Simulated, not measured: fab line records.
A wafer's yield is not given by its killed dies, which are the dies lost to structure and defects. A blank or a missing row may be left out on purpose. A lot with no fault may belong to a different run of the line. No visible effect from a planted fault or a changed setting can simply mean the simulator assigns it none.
fab line records	flow gf180mcu
record: lots: 24	wafers: 72	lastDay: 34
route steps=602 shown V1@339 V2@396 V3@444
lots untouched by any fault: they come from a run of this same line in which no faults occurred
startH: hours from the record's first day to the start of the lot's first wafer shown	waitH: how many hours have passed since the lot's step before this one	" same as the row above	L1.1+2: one row covering several wafers at once	- no value, or no start was given	* or withheld: withheld	< > ~ a bound
route shown NAME@n: a module of which the file shows steps, and the number in the route of the first	usual: mean/standard deviation of fault-free wafers	same: alike in all rows	chamber/n: place in a boat	sites: per-site readings	_std_site: standard deviation of those values	_edge_site: mean of outer sites minus mean of inner sites	radiusMm: how far each site lies from the wafer's centre	mask NAME#n: copy n	behind: tool/chamber where the wafer was last shaped	hold: reason for holding the lot/hours on hold/outcome of the hold	device: which transistor (n, p or np) failed to switch	end of line: tests of these same wafers at the route's end	a step given without rows: its recipe and nothing more	killed: the dies lost at the first sort to structure and to defects; this is not the yield of the wafer	map: per-die view of a wafer (x killed, . not killed, _ where there is no die)
set.NAME: the setting that was run; set.NAME@STEP: the one run at that earlier step	model.NAME: the simulator's own value behind a step, which no gauge read
steps of the route over a sample of lots; a table a step, a row a wafer
services: when a tool's chamber went out of use (startH, in hours from the record's first day, below 0 if earlier), for how many hours, and the reason
== steps ==
step: GF_V1_CMP_04
recipe: material: SiO2	downForcePsi: 4	platenRpm: 60	padVelocityMS: 0.94248
usual: motorCurrentA: 12.5/1	timeToEndpointS: 76/4.5
lot.wafer	tool	chamber	startH	waitH	motorCurrentA	timeToEndpointS
L074.2	cmp-01	0	386.20	0.0	12.6	78
L074.3	"	1	"	"	11.4	75
L074.5	"	0	"	"	11.7	80
L075.3	cmp-02	3	394.50	0.1	13.5	82
L075.6	"	1	"	"	11.5	74
L075.5	"	2	"	"	13.5	73
L076.4	cmp-01	0	401.89	0.0	12.1	79
L076.1	"	2	"	"	13.9	68
L076.5	"	1	"	"	11.7	75
L077.3	cmp-01	3	413.68	0.1	11.9	76
L077.2	"	1	"	"	11.3	67
L077.5	"	2	"	"	14.4	79
L078.1	cmp-02	0	419.96	0.1	12.1	66
L078.4	"	2	"	"	13.9	71
L078.5	"	0	"	"	12.1	70
L079.3	cmp-02	2	434.62	0.1	14.0	81
L079.2	"	0	"	"	12.1	83
L079.5	"	1	"	"	11.4	84
L080.2	cmp-01	3	444.17	0.0	12.3	71
L080.4	"	0	"	"	12.6	79
L080.1	"	2	"	"	14.9	74
L081.3	cmp-02	0	448.86	0.0	11.8	73
L081.1	"	3	"	"	12.8	74
L081.5	"	0	"	"	12.2	82
L082.1	cmp-01	3	461.38	0.1	12.1	78
L082.3	"	1	"	"	11.3	74
L082.2	"	2	"	"	14.0	73
L083.4	cmp-01	0	468.63	0.0	12.5	81
L083.2	"	1	"	"	11.7	68
L083.3	"	2	"	"	13.8	74
L084.1	cmp-01	2	479.92	0.2	14.0	84
L084.2	"	3	"	"	11.5	75
L084.4	"	1	"	"	11.9	82
L085.3	cmp-01	3	490.48	0.1	11.9	72
L085.2	"	0	"	"	12.2	78
L085.6	"	1	"	"	11.4	81
L086.1	cmp-02	1	499.65	0.1	11.6	68
L086.3	"	2	"	"	13.4	70
L086.5	"	3	"	"	13.6	73
L087.2	cmp-02	2	507.78	0.0	13.8	72
L087.6	"	2	"	"	14.5	80
L087.5	"	3	"	"	13.5	76
L088.3	cmp-02	0	514.03	0.1	12.1	70
L088.4	"	2	"	"	13.1	76
L088.6	"	3	"	"	12.8	83
L089.3	cmp-01	0	516.90	0.1	12.6	70
L089.6	"	2	"	"	14.6	74
L089.5	"	3	"	"	12.0	73
L090.2	cmp-02	0	532.42	0.0	12.4	75
L090.3	"	1	"	"	11.7	73
L090.1	"	2	"	"	14.0	72
L091.1	cmp-01	0	535.95	0.1	12.5	73
L091.2	"	2	"	"	14.4	73
L091.5	"	0	"	"	12.6	77
L092.4	cmp-01	0	547.34	0.1	12.5	77
L092.3	"	2	"	"	14.1	77
L092.6	"	1	"	"	11.8	81
L093.1	cmp-01	2	553.51	0.1	14.6	81
L093.4	"	1	"	"	11.9	75
L093.5	"	2	"	"	14.5	81
L094.1	cmp-01	3	556.67	0.1	11.9	75
L094.3	"	0	"	"	12.3	76
L094.6	"	3	"	"	11.2	80
L095.3	cmp-02	0	565.35	0.0	11.9	71
L095.5	"	0	"	"	12.0	77
L095.6	"	1	"	"	11.9	75
L096.2	cmp-02	3	573.37	0.0	12.9	74
L096.3	"	0	"	"	12.1	72
L096.5	"	3	"	"	12.6	78
L097.3	cmp-01	3	585.17	0.1	11.8	72
L097.1	"	1	"	"	11.5	72
L097.5	"	2	"	"	14.5	79
step: GF_V2_CD_MEAS_14
recipe: targetCdNm: 260
usual: cdNm: 260.1/1.1
lot.wafer	tool	chamber	startH	waitH	cdNm
L074.2	cdSem-01	-	462.50	0.1	260.2
L074.3	"	-	"	"	259.6
L074.5	"	-	"	"	260.5
L075.3	cdSem-01	-	470.77	0.1	259.9
L075.5	"	-	"	"	260.7
L075.6	"	-	"	"	259.0
L076.1	cdSem-01	-	478.23	0.1	260.7
L076.4	"	-	"	"	259.6
L076.5	"	-	"	"	259.6
L077.2	cdSem-01	-	490.50	0.3	258.8
L077.3	"	-	"	"	260.5
L077.5	"	-	"	"	259.7
L078.1	cdSem-02	-	497.53	0.1	260.9
L078.4	"	-	"	"	261.1
L078.5	"	-	"	"	260.8
L079.2	cdSem-01	-	510.40	0.1	259.0
L079.3	"	-	"	"	258.7
L079.5	"	-	"	"	259.2
L080.1	cdSem-01	-	519.88	0.1	258.2
L080.2	"	-	"	"	260.2
L080.4	"	-	"	"	259.3
L081.1	cdSem-02	-	525.13	0.1	260.1
L081.3	"	-	"	"	259.8
L081.5	"	-	"	"	260.3
L082.1	cdSem-02	-	535.68	0.1	259.8
L082.2	"	-	"	"	259.3
L082.3	"	-	"	"	259.3
L083.2	cdSem-01	-	543.00	0.1	261.0
L083.3	"	-	"	"	259.4
L083.4	"	-	"	"	259.7
L084.1	cdSem-01	-	552.14	0.1	261.7
L084.2	"	-	"	"	262.5
L084.4	"	-	"	"	262.1
L085.2	cdSem-01	-	563.70	0.1	260.2
L085.3	"	-	"	"	258.9
L085.6	"	-	"	"	259.7
L086.1	cdSem-01	-	570.98	0.1	261.3
L086.3	"	-	"	"	262.7
L086.5	"	-	"	"	260.9
L087.2	cdSem-01	-	578.20	0.1	259.7
L087.5	"	-	"	"	260.6
L087.6	"	-	"	"	260.7
L088.3	cdSem-01	-	584.62	0.1	260.6
L088.4	"	-	"	"	260.7
L088.6	"	-	"	"	260.9
L089.3	cdSem-01	-	586.78	0.1	259.4
L089.5	"	-	"	"	259.4
L089.6	"	-	"	"	261.0
L090.1	cdSem-02	-	601.28	0.1	257.7
L090.2	"	-	"	"	257.3
L090.3	"	-	"	"	257.1
L091.1	cdSem-01	-	603.34	0.1	260.5
L091.2	"	-	"	"	260.3
L091.5	"	-	"	"	260.0
L092.3	cdSem-01	-	614.32	0.1	259.4
L092.4	"	-	"	"	260.0
L092.6	"	-	"	"	260.5
L093.1	cdSem-01	-	619.58	0.1	258.3
L093.4	"	-	"	"	258.2
L093.5	"	-	"	"	258.3
L094.1	cdSem-02	-	623.33	0.1	260.7
L094.3	"	-	"	"	259.6
L094.6	"	-	"	"	260.4
L095.3	cdSem-02	-	632.72	0.1	259.1
L095.5	"	-	"	"	259.1
L095.6	"	-	"	"	259.9
L096.2	cdSem-02	-	639.45	0.1	260.6
L096.3	"	-	"	"	260.3
L096.5	"	-	"	"	258.9
L097.1	cdSem-02	-	651.83	0.1	261.9
L097.3	"	-	"	"	260.8
L097.5	"	-	"	"	261.2
step: GF_V2_STRIP_18
recipe: chemistry: O2/N2	powerW: 1400	pressureMtorr: 1500	platenTempC: 250	o2FlowSccm: 3000	n2FlowSccm: 300	overashFraction: 0.5
usual: chamberPressureMTorr: 1500.1/1.3	drypumpMotorCurrentA: 6.1/0.44	heaterPowerW: 311/30	oesProductAu: 0.594/0.0047	platenTempC: 250.01/0.17
lot.wafer	tool	chamber	startH	waitH	chamberPressureMTorr	drypumpMotorCurrentA	heaterPowerW	oesProductAu	platenTempC	rfHoursCounterH
L074.2	plasmaAsher-02	0	462.77	-	1499.2	5.8	348	0.596	250.07	3
L074.3	"	1	"	"	1500.7	6.0	281	0.586	249.90	-
L074.5	"	1	"	"	1500.6	6.0	265	0.592	250.00	-
L075.3	plasmaAsher-03	0	471.05	-	1502.7	5.4	258	0.595	249.91	-
L075.5	"	0	"	"	1498.9	5.4	255	0.602	249.92	-
L075.6	"	1	"	"	1499.8	5.9	330	0.598	249.96	-
L076.1	plasmaAsher-03	1	478.51	-	1500.2	5.9	327	0.597	249.83	74
L076.4	"	1	"	"	1500.0	5.9	332	0.592	249.91	-
L076.5	"	1	"	"	1501.2	5.9	326	0.586	249.85	-
L077.2	plasmaAsher-03	0	490.76	-	1501.6	5.4	263	0.592	250.12	76
L077.3	"	0	"	"	1499.4	5.4	264	0.587	250.06	-
L077.5	"	0	"	"	1500.3	5.4	261	0.598	249.97	-
L078.1	plasmaAsher-02	1	497.82	-	1501.4	6.0	277	0.594	250.02	7
L078.4	"	1	"	"	1498.5	6.0	284	0.595	250.01	-
L078.5	"	1	"	"	1499.3	6.0	277	0.591	250.02	-
L079.2	plasmaAsher-04	1	510.66	-	1502.3	6.6	327	0.601	250.32	86
L079.3	"	0	"	"	1501.0	6.6	315	0.596	249.88	-
L079.5	"	0	"	"	1500.2	6.6	323	0.599	250.04	-
L080.1	plasmaAsher-04	1	520.17	-	1499.1	6.7	329	0.596	249.70	87
L080.2	"	0	"	"	1500.3	6.6	314	0.581	250.16	87
L080.4	"	1	"	"	1499.4	6.6	325	0.598	250.13	-
L081.1	plasmaAsher-04	1	525.41	-	1501.2	6.6	325	0.600	250.06	87
L081.3	"	0	"	"	1499.9	6.6	326	0.595	249.94	-
L081.5	"	0	"	"	1498.4	6.6	326	0.598	249.83	-
L082.1	plasmaAsher-04	1	535.96	-	1502.3	6.6	328	0.594	249.95	88
L082.2	"	0	"	"	1500.8	6.6	322	0.603	249.96	88
L082.3	"	1	"	"	1500.7	6.6	325	0.589	249.70	-
L083.2	plasmaAsher-02	1	543.26	-	1501.6	6.0	278	0.595	250.22	12
L083.3	"	0	"	"	1499.4	5.8	348	0.594	250.15	-
L083.4	"	1	"	"	1499.9	6.0	277	0.588	249.86	-
L084.1	plasmaAsher-03	1	552.42	-	1498.6	5.9	328	0.592	250.23	82
L084.2	"	0	"	"	1498.9	5.4	260	0.591	249.96	82
L084.4	"	1	"	"	1502.2	5.9	334	0.590	250.13	-
L085.2	plasmaAsher-02	0	563.96	-	1498.7	5.8	350	0.591	249.72	14
L085.3	"	1	"	"	1499.7	6.0	268	0.600	249.94	-
L085.6	"	0	"	"	1499.0	5.8	340	0.598	250.06	-
L086.1	plasmaAsher-02	1	571.26	-	1499.8	5.9	286	0.597	250.01	15
L086.3	"	0	"	"	1499.4	5.8	349	0.594	249.53	-
L086.5	"	0	"	"	1499.0	5.8	348	0.599	249.73	-
L087.2	plasmaAsher-04	0	578.46	-	1499.0	6.6	316	0.593	250.22	93
L087.5	"	0	"	"	1500.4	6.6	328	0.586	250.27	-
L087.6	"	1	"	"	1498.9	6.6	318	0.591	249.85	-
L088.3	plasmaAsher-03	0	584.90	-	1500.3	5.4	254	0.596	250.08	-
L088.4	"	1	"	"	1498.8	5.9	316	0.591	249.95	-
L088.6	"	0	"	"	1500.0	5.4	271	0.590	250.02	-
L089.3	plasmaAsher-04	0	587.05	-	1500.4	6.6	319	0.591	249.75	-
L089.5	"	0	"	"	1500.3	6.6	321	0.590	249.81	-
L089.6	"	1	"	"	1499.4	6.6	324	0.592	250.11	-
L090.1	plasmaAsher-04	1	601.56	-	1499.8	6.6	329	0.592	249.78	95
L090.2	"	0	"	"	1500.7	6.6	318	0.602	250.39	95
L090.3	"	1	"	"	1500.2	6.6	330	0.591	250.09	-
L091.1	plasmaAsher-02	1	603.62	-	1499.4	6.0	278	0.588	249.96	19
L091.2	"	0	"	"	1499.2	5.8	339	0.589	250.28	19
L091.5	"	1	"	"	1500.1	6.0	278	0.599	249.70	-
L092.3	plasmaAsher-04	1	614.60	-	1498.9	6.6	324	0.594	249.98	-
L092.4	"	0	"	"	1499.2	6.6	314	0.590	250.06	-
L092.6	"	0	"	"	1498.8	6.6	322	0.597	249.94	-
L093.1	plasmaAsher-03	1	619.86	-	1498.1	5.9	336	0.592	250.05	90
L093.4	"	0	"	"	1501.3	5.4	262	0.603	250.17	-
L093.5	"	0	"	"	1498.6	5.4	271	0.598	250.19	-
L094.1	plasmaAsher-02	0	623.61	-	1500.3	5.8	344	0.597	250.04	21
L094.3	"	1	"	"	1496.3	6.0	281	0.601	249.89	-
L094.6	"	1	"	"	1498.9	6.0	277	0.584	250.17	-
L095.3	plasmaAsher-03	0	632.99	-	1501.9	5.4	256	0.597	249.72	-
L095.5	"	0	"	"	1502.0	5.4	266	0.590	249.86	-
L095.6	"	1	"	"	1502.2	5.8	338	0.593	249.87	-
L096.2	plasmaAsher-02	0	639.71	-	1499.9	5.8	350	0.587	250.01	22
L096.3	"	1	"	"	1500.6	6.0	272	0.601	249.81	-
L096.5	"	1	"	"	1501.7	6.0	275	0.595	249.83	-
L097.1	plasmaAsher-04	1	652.11	-	1498.8	6.6	335	0.599	249.93	100
L097.3	"	0	"	"	1499.5	6.6	333	0.595	250.10	-
L097.5	"	1	"	"	1501.2	6.6	325	0.596	249.89	-
step: GF_V3_OVL_MEAS_15
usual: V3_OVL: 1/5.2
lot.wafer	tool	chamber	startH	waitH	V3_OVL[nm]
L074.2	overlay-01	-	514.12	0.1	-5
L074.3	"	-	"	"	1
L074.5	"	-	"	"	-5
L075.3	overlay-01	-	521.61	0.1	4
L075.5	"	-	"	"	11
L075.6	"	-	"	"	7
L076.1	overlay-02	-	529.31	0.1	-11
L076.4	"	-	"	"	-5
L076.5	"	-	"	"	-10
L077.2	overlay-01	-	540.45	0.1	-3
L077.3	"	-	"	"	2
L077.5	"	-	"	"	5
L078.1	overlay-01	-	546.75	0.1	1
L078.4	"	-	"	"	6
L078.5	"	-	"	"	-3
L079.2	overlay-01	-	558.70	0.1	11
L079.3	"	-	"	"	4
L079.5	"	-	"	"	2
L080.1	overlay-02	-	567.46	0.1	7
L080.2	"	-	"	"	-7
L080.4	"	-	"	"	-6
L081.1	overlay-01	-	572.95	0.1	-5
L081.3	"	-	"	"	-6
L081.5	"	-	"	"	-3
L082.1	overlay-01	-	582.55	0.1	2
L082.2	"	-	"	"	-3
L082.3	"	-	"	"	4
L083.2	overlay-02	-	589.15	0.1	1
L083.3	"	-	"	"	2
L083.4	"	-	"	"	8
L084.1	overlay-02	-	598.20	0.1	8
L084.2	"	-	"	"	-3
L084.4	"	-	"	"	3
L085.2	overlay-02	-	609.28	0.1	17
L085.3	"	-	"	"	4
L085.6	"	-	"	"	6
L086.1	overlay-01	-	616.16	0.1	1
L086.3	"	-	"	"	-2
L086.5	"	-	"	"	-3
L087.2	overlay-01	-	623.10	0.1	-6
L087.5	"	-	"	"	3
L087.6	"	-	"	"	2
L088.3	overlay-02	-	628.82	0.1	0
L088.4	"	-	"	"	3
L088.6	"	-	"	"	-3
L089.3	overlay-02	-	631.42	0.1	11
L089.5	"	-	"	"	4
L089.6	"	-	"	"	10
L090.1	overlay-02	-	644.90	0.1	3
L090.2	"	-	"	"	-4
L090.3	"	-	"	"	9
L091.1	overlay-02	-	646.45	0.1	-4
L091.2	"	-	"	"	5
L091.5	"	-	"	"	-2
L092.3	overlay-01	-	657.57	0.1	-3
L092.4	"	-	"	"	-2
L092.6	"	-	"	"	-1
L093.1	overlay-02	-	662.00	0.1	0
L093.4	"	-	"	"	5
L093.5	"	-	"	"	2
L094.1	overlay-01	-	666.15	0.1	-5
L094.3	"	-	"	"	4
L094.6	"	-	"	"	-1
L095.3	overlay-02	-	675.42	0.1	-1
L095.5	"	-	"	"	1
L095.6	"	-	"	"	4
L096.2	overlay-01	-	681.74	0.1	5
L096.3	"	-	"	"	-2
L096.5	"	-	"	"	-1
L097.1	overlay-02	-	693.91	0.1	5
L097.3	"	-	"	"	-3
L097.5	"	-	"	"	7
step: GF_V3_ETCH_16
recipe: chemistry: N2/H2	targetDepthA: withheld	overetchA: withheld	timeS: withheld	target: BARC	ionEnergyEv: 200	sourceW: 500	biasW: 100	pressureMtorr: 30	n2FlowSccm: 100	h2FlowSccm: 200
usual: chamberPressureMTorr: 29.997/0.026	drypumpMotorCurrentA: 5.9/0.47	oesProductAu: 0.854/0.0047	rfFwdPowerW: 495.6/1.9	throttleValvePct: 13.225/0.0094
lot.wafer	tool	chamber	startH	waitH	chamberPressureMTorr	drypumpMotorCurrentA	oesProductAu	rfFwdPowerW	throttleValvePct
L074.2	rieDiel-03	3	514.15	0.0	30.030	5.9	0.849	494.6	13.232
L074.3	"	0	"	"	29.970	5.9	0.853	500.4	13.235
L074.5	"	1	"	"	30.003	6.6	0.854	494.1	13.239
L075.3	rieDiel-02	0	521.63	0.0	29.987	5.6	0.855	495.7	13.238
L075.5	"	2	"	"	30.038	4.9	0.849	495.4	13.214
L075.6	"	1	"	"	29.963	5.3	0.854	495.7	13.219
L076.1	rieDiel-03	3	529.34	0.0	30.010	5.9	0.853	495.1	13.218
L076.4	"	2	"	"	29.995	6.4	0.858	493.9	13.217
L076.5	"	2	"	"	29.979	6.4	0.854	494.8	13.217
L077.2	rieDiel-01	0	540.48	0.0	30.001	5.4	0.854	498.1	13.213
L077.3	"	2	"	"	30.005	5.8	0.864	496.1	13.238
L077.5	"	0	"	"	29.992	5.5	0.858	493.2	13.221
L078.1	rieDiel-01	3	546.78	0.0	29.977	5.6	0.855	494.7	13.220
L078.4	"	0	"	"	29.931	5.5	0.854	491.7	13.204
L078.5	"	1	"	"	30.007	6.5	0.859	498.9	13.235
L079.2	rieDiel-01	1	558.73	0.0	30.021	6.5	0.851	497.0	13.231
L079.3	"	0	"	"	29.977	5.5	0.851	497.8	13.222
L079.5	"	3	"	"	30.028	5.6	0.845	496.0	13.225
L080.1	rieDiel-02	3	567.49	0.0	30.017	5.8	0.857	496.0	13.219
L080.2	"	1	"	"	29.982	5.3	0.858	497.3	13.232
L080.4	"	2	"	"	30.016	5.0	0.856	494.2	13.221
L081.1	rieDiel-03	0	572.98	0.0	30.075	5.9	0.852	494.6	13.233
L081.3	"	1	"	"	30.031	6.5	0.848	494.8	13.223
L081.5	"	1	"	"	30.020	6.5	0.854	493.3	13.232
L082.1	rieDiel-03	1	582.58	0.0	29.998	6.5	0.859	495.7	13.229
L082.2	"	2	"	"	30.042	6.5	0.851	492.5	13.231
L082.3	"	3	"	"	30.006	5.9	0.860	497.9	13.235
L083.2	rieDiel-01	0	589.18	0.0	29.990	5.5	0.854	497.1	13.210
L083.3	"	2	"	"	29.996	5.9	0.848	492.9	13.224
L083.4	"	1	"	"	30.048	6.5	0.852	497.3	13.204
L084.1	rieDiel-01	1	598.24	0.0	29.967	6.5	0.853	497.7	13.232
L084.2	"	0	"	"	29.954	5.4	0.841	495.6	13.240
L084.4	"	3	"	"	29.977	5.6	0.848	496.4	13.216
L085.2	rieDiel-02	1	609.31	0.0	30.013	5.3	0.856	498.2	13.235
L085.3	"	0	"	"	29.944	5.6	0.853	496.4	13.225
L085.6	"	3	"	"	29.987	5.8	0.860	496.2	13.230
L086.1	rieDiel-03	1	616.19	0.0	29.972	6.5	0.848	496.1	13.228
L086.3	"	3	"	"	29.971	5.9	0.853	494.4	13.235
L086.5	"	3	"	"	30.019	5.9	0.850	495.0	13.222
L087.2	rieDiel-02	2	623.13	0.0	30.017	5.0	0.851	492.2	13.229
L087.5	"	1	"	"	30.037	5.3	0.856	497.8	13.235
L087.6	"	2	"	"	30.068	5.0	0.858	494.2	13.232
L088.3	rieDiel-03	1	628.84	0.0	29.974	6.6	0.851	493.9	13.224
L088.4	"	0	"	"	29.988	5.9	0.845	495.7	13.201
L088.6	"	0	"	"	29.999	5.9	0.862	494.7	13.220
L089.3	rieDiel-01	2	631.44	0.0	30.014	5.8	0.849	497.9	13.228
L089.5	"	0	"	"	29.959	5.4	0.847	493.3	13.226
L089.6	"	3	"	"	30.022	5.6	0.856	498.4	13.230
L090.1	rieDiel-03	1	644.94	0.0	29.976	6.6	0.865	497.8	13.229
L090.2	"	0	"	"	30.014	5.9	0.857	498.8	13.227
L090.3	"	2	"	"	29.930	6.4	0.857	492.6	13.212
L091.1	rieDiel-02	0	646.49	0.0	30.024	5.6	0.847	495.2	13.231
L091.2	"	2	"	"	29.988	5.0	0.857	495.2	13.230
L091.5	"	0	"	"	30.019	5.6	0.855	492.9	13.224
L092.3	rieDiel-03	3	657.59	0.0	29.975	5.9	0.857	497.7	13.240
L092.4	"	0	"	"	30.029	5.9	0.861	497.5	13.226
L092.6	"	0	"	"	30.037	5.9	0.853	499.2	13.223
L093.1	rieDiel-03	0	662.03	0.0	30.043	5.9	0.860	499.1	13.215
L093.4	"	1	"	"	30.017	6.6	0.860	496.2	13.243
L093.5	"	1	"	"	30.004	6.6	0.864	497.6	13.226
L094.1	rieDiel-02	2	666.18	0.0	30.000	5.0	0.850	493.4	13.229
L094.3	"	1	"	"	29.965	5.3	0.849	497.4	13.232
L094.6	"	2	"	"	29.972	5.0	0.856	491.9	13.218
L095.3	rieDiel-03	3	675.44	0.0	30.026	5.9	0.856	494.3	13.213
L095.5	"	3	"	"	30.019	5.9	0.851	492.8	13.225
L095.6	"	0	"	"	30.024	5.9	0.853	497.9	13.216
L096.2	rieDiel-01	2	681.77	0.0	30.014	5.9	0.846	499.0	13.221
L096.3	"	0	"	"	29.985	5.4	0.860	493.8	13.235
L096.5	"	3	"	"	29.978	5.6	0.857	494.3	13.225
L097.1	rieDiel-02	0	693.94	0.0	29.981	5.6	0.865	495.7	13.242
L097.3	"	1	"	"	29.992	5.3	0.861	500.0	13.233
L097.5	"	2	"	"	30.006	5.0	0.857	497.6	13.247
step: GF_V3_STRIP_18
recipe: chemistry: O2/N2	powerW: 1400	pressureMtorr: 1500	platenTempC: 250	o2FlowSccm: 3000	n2FlowSccm: 300	overashFraction: 0.5
usual: chamberPressureMTorr: 1499.9/1.3	drypumpMotorCurrentA: 6.1/0.53	heaterPowerW: 311/30	oesProductAu: 0.593/0.0042	platenTempC: 249.98/0.17
lot.wafer	tool	chamber	startH	waitH	chamberPressureMTorr	drypumpMotorCurrentA	heaterPowerW	oesProductAu	platenTempC	rfHoursCounterH
L074.2	plasmaAsher-01	0	514.28	-	1500.7	5.3	274	0.585	250.36	37
L074.3	"	1	"	"	1499.2	6.0	344	0.590	250.05	-
L074.5	"	0	"	"	1498.7	5.3	274	0.588	249.88	-
L075.3	plasmaAsher-04	0	521.80	-	1499.2	6.7	314	0.596	249.93	-
L075.5	"	0	"	"	1499.7	6.6	326	0.592	250.01	-
L075.6	"	1	"	"	1498.1	6.6	330	0.592	250.25	-
L076.1	plasmaAsher-01	1	529.47	-	1499.5	6.0	357	0.593	249.92	39
L076.4	"	0	"	"	1498.7	5.3	274	0.604	250.18	-
L076.5	"	0	"	"	1500.8	5.3	274	0.592	250.21	-
L077.2	plasmaAsher-04	1	540.61	-	1501.5	6.6	327	0.596	249.89	89
L077.3	"	1	"	"	1499.3	6.6	317	0.589	250.31	-
L077.5	"	1	"	"	1500.5	6.6	320	0.594	249.82	-
L078.1	plasmaAsher-03	0	546.91	-	1500.0	5.4	263	0.591	249.97	82
L078.4	"	1	"	"	1501.0	5.9	322	0.595	249.95	-
L078.5	"	0	"	"	1498.6	5.4	259	0.589	250.09	-
L079.2	plasmaAsher-03	1	558.86	-	1502.7	5.9	340	0.592	249.94	83
L079.3	"	0	"	"	1501.4	5.4	261	0.589	250.02	-
L079.5	"	0	"	"	1499.1	5.4	263	0.596	250.37	-
L080.1	plasmaAsher-04	0	567.62	-	1502.0	6.6	319	0.593	249.84	92
L080.2	"	1	"	"	1500.1	6.7	328	0.593	249.81	92
L080.4	"	0	"	"	1500.1	6.6	322	0.583	249.94	-
L081.1	plasmaAsher-04	1	573.11	-	1498.7	6.7	328	0.596	249.80	92
L081.3	"	0	"	"	1500.6	6.6	315	0.594	249.99	-
L081.5	"	1	"	"	1499.3	6.6	336	0.591	249.92	-
L082.1	plasmaAsher-01	1	582.71	-	1498.6	6.0	349	0.596	250.11	44
L082.2	"	0	"	"	1500.8	5.2	271	0.587	250.05	44
L082.3	"	0	"	"	1500.0	5.3	277	0.594	250.05	-
L083.2	plasmaAsher-04	0	589.31	-	1500.0	6.6	325	0.591	250.07	94
L083.3	"	1	"	"	1499.7	6.6	322	0.591	250.07	-
L083.4	"	0	"	"	1500.7	6.6	315	0.593	250.15	-
L084.1	plasmaAsher-03	0	598.36	-	1498.8	5.4	255	0.597	249.97	88
L084.2	"	1	"	"	1499.7	5.9	328	0.598	250.18	88
L084.4	"	0	"	"	1500.5	5.4	267	0.590	250.04	-
L085.2	plasmaAsher-01	1	609.43	-	1498.0	6.0	356	0.591	249.98	46
L085.3	"	1	"	"	1500.1	6.0	351	0.591	250.14	-
L085.6	"	0	"	"	1500.8	5.3	275	0.595	249.91	-
L086.1	plasmaAsher-03	0	616.32	-	1497.5	5.4	265	0.597	249.99	90
L086.3	"	0	"	"	1499.9	5.4	265	0.599	249.79	-
L086.5	"	1	"	"	1502.4	5.9	328	0.587	250.05	-
L087.2	plasmaAsher-03	0	623.26	-	1501.9	5.4	261	0.594	249.68	90
L087.5	"	0	"	"	1499.3	5.4	264	0.590	250.13	-
L087.6	"	1	"	"	1497.6	5.9	331	0.593	250.05	-
L088.3	plasmaAsher-03	0	629.00	-	1500.3	5.4	259	0.585	249.91	-
L088.4	"	1	"	"	1500.6	5.9	328	0.590	249.99	-
L088.6	"	0	"	"	1502.0	5.4	260	0.584	250.17	-
L089.3	plasmaAsher-04	1	631.60	-	1501.1	6.6	326	0.588	249.93	-
L089.5	"	0	"	"	1501.1	6.6	314	0.590	249.76	-
L089.6	"	1	"	"	1500.6	6.6	332	0.594	249.94	-
L090.1	plasmaAsher-04	0	645.06	-	1499.0	6.6	320	0.595	249.84	99
L090.2	"	1	"	"	1499.8	6.7	323	0.589	249.90	99
L090.3	"	1	"	"	1500.8	6.7	322	0.596	250.03	-
L091.1	plasmaAsher-04	1	646.61	-	1498.6	6.6	322	0.593	250.12	100
L091.2	"	0	"	"	1499.9	6.7	316	0.598	249.87	100
L091.5	"	0	"	"	1501.4	6.6	322	0.587	250.10	-
L092.3	plasmaAsher-03	0	657.75	-	1501.1	5.4	264	0.586	249.68	-
L092.4	"	1	"	"	1501.7	5.9	331	0.587	249.86	-
L092.6	"	1	"	"	1500.2	5.8	326	0.595	250.14	-
L093.1	plasmaAsher-04	1	662.16	-	1498.9	6.6	325	0.587	249.87	101
L093.4	"	0	"	"	1499.5	6.6	318	0.594	250.26	-
L093.5	"	1	"	"	1502.4	6.6	327	0.588	250.07	-
L094.1	plasmaAsher-03	0	666.31	-	1500.5	5.4	258	0.593	250.04	95
L094.3	"	1	"	"	1497.9	5.9	329	0.593	250.16	-
L094.6	"	1	"	"	1498.3	5.9	330	0.586	249.87	-
L095.3	plasmaAsher-04	1	675.60	-	1499.6	6.6	323	0.598	249.99	-
L095.5	"	1	"	"	1501.6	6.6	331	0.597	249.88	-
L095.6	"	0	"	"	1500.1	6.6	309	0.590	250.07	-
L096.2	plasmaAsher-01	0	681.90	-	1503.0	5.3	277	0.589	249.61	54
L096.3	"	1	"	"	1498.3	6.0	353	0.587	249.56	-
L096.5	"	1	"	"	1501.1	6.0	360	0.594	249.77	-
L097.1	plasmaAsher-04	1	694.07	-	1500.4	6.6	323	0.589	250.42	105
L097.3	"	0	"	"	1501.2	6.6	319	0.598	249.84	-
L097.5	"	0	"	"	1499.5	6.6	322	0.594	250.00	-
== services ==
tool	chamber	startH	hours	kind
rieDiel-02	2	376.39	4.5	repair
cmp-01	-	376.59	0.2	repair
rieDiel-02	1	393.91	4.7	repair
cmp-02	-	405.97	4.0	pm
cmp-01	-	408.19	0.8	repair
cmp-02	-	410.01	6.1	repair
plasmaAsher-02	-	421.29	9.0	pm
cmp-01	-	422.09	2.4	repair
rieDiel-03	0	436.71	12.3	repair
rieDiel-01	-	453.92	0.2	repair
cmp-02	-	475.94	5.1	pm
rieDiel-01	-	485.66	1.4	repair
rieDiel-03	2	515.04	1.8	repair
rieDiel-01	2	515.06	15.3	repair
plasmaAsher-02	-	519.69	5.2	repair
rieDiel-03	2	532.14	2.0	repair
cmp-01	-	572.00	4.0	pm
cmp-01	-	580.46	3.5	repair
cmp-01	-	582.93	1.2	repair
cmp-02	-	631.30	6.5	pm
cmp-02	-	652.87	3.9	repair
cmp-01	-	656.80	4.1	pm
rieDiel-03	1	667.61	3.5	repair
cmp-01	-	668.10	7.5	pm
== key ==
fault none
